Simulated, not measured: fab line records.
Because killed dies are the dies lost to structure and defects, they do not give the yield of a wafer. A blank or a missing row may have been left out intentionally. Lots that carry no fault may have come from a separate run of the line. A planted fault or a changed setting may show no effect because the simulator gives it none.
Matching of chambers | flow gf180mcu | GF_SAB_ETCH_11 on rie_diel-04 has 4 sister chambers
The step etches SiO2 in C4F8/O2/Ar, target depth 55 nm, time 8.5 s. 4 wafers are shown with their chamber, then 8 later ones without.

## EACH WAFER AND ITS CHAMBER
wafer  | chamber | oes_product_au (a.u.)
L083.1 | 2       | 0.986
L084.2 | 1       | 1.022
L084.4 | 0       | 1.008
L089.2 | 3       | 0.995

## WAFERS WITH NO CHAMBER GIVEN
wafer  | oes_product_au (a.u.)
L089.3 | 1.000
L089.4 | 1.004
L091.2 | 0.988
L091.4 | 1.002
L091.6 | 0.995
L095.4 | 1.006
L095.5 | 0.994
L095.6 | 0.990

## THE CHAMBER EACH PASSED THROUGH
wafer  | from the rows above     | in truth
L089.3 | can't be placed: 3 or 0 | 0
L089.4 | can't be placed: 0 or 3 | 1
L091.2 | can't be placed: 2 or 3 | 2
L091.4 | can't be placed: 0 or 3 | 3
L091.6 | 3                       | 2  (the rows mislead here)
L095.4 | 0                       | 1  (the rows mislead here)
L095.5 | can't be placed: 3 or 2 | 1
L095.6 | can't be placed: 2 or 3 | 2
Correct placement for 0 of the 8. Cannot be placed on the basis of these rows: 6; the candidates contain the true chamber in 4. Wrongly placed: 2.
How it was worked out, from the rows above alone: a wafer's distance from a chamber is the root of the sum, over the readings, of the square of ((its reading less the chamber's mean) divided by the reading's scatter). The wafer belongs to the nearest chamber; if the next one is less than 2 further off, it can't be placed. A chamber's mean is the mean of its shown wafers. The scatter (one wafer shown for each chamber): square how far every hidden wafer sits from the nearest shown wafer, average those squares and take the square root.
